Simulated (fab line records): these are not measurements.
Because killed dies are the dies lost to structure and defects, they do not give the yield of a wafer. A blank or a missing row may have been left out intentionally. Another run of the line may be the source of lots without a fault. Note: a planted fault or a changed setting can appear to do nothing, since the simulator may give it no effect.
Chamber matching    flow sfq-line    3 sister chambers for SFQ_TRILAYER_A5B_DEP_PECVD_129 on pecvd-01
The step deposits SiO2 from SiH4/N2O, time 133.33 s, target thk 600 nm. 6 wafers are shown with their chamber, then 8 later ones without.

WAFERS, EACH WITH ITS CHAMBER
wafer   chamber  throttle-valve-pct (%)  heater-power-w (W)
L384.3  0        24.1                    82
L384.6  2        24.4                    64
L388.2  1        23.2                    72
L388.4  2        24.6                    64
L388.6  1        23.9                    79
L391.2  0        25.0                    80

WAFERS WITHOUT THEIR CHAMBER
wafer   throttle-valve-pct (%)  heater-power-w (W)
L391.5  23.9                    75
L391.6  24.8                    83
L396.1  23.9                    75
L396.3  25.1                    77
L396.6  24.9                    72
L397.1  25.0                    64
L397.4  25.2                    85
L397.5  24.3                    75

CHAMBER TAKEN BY EACH
wafer   from the rows above           in truth
L391.5  can't be placed: 1 or 0       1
L391.6  0                             0
L396.1  can't be placed: 1 or 0       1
L396.3  can't be placed: 0 or 1       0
L396.6  can't be placed: 2 or 1 or 0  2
L397.1  2                             2
L397.4  0                             0
L397.5  can't be placed: 1 or 0       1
Correctly placed: 3 of 8. Unplaceable from these rows: 5, with the true chamber sitting among the candidates in 5. Placed wrongly: 0.
How it was worked out, from the rows above alone: a wafer's distance from a chamber is the root of the sum, over the readings, of the square of ((its reading less the chamber's mean) divided by the reading's scatter). The wafer belongs to the nearest chamber; if the next one is less than 2 further off, it can't be placed. For every chamber, the mean is computed from those of its wafers that are shown. The scatter is the square root of a quotient: the sum, over the shown wafers, of each reading's squared deviation from its chamber's mean, divided by wafers minus chambers.
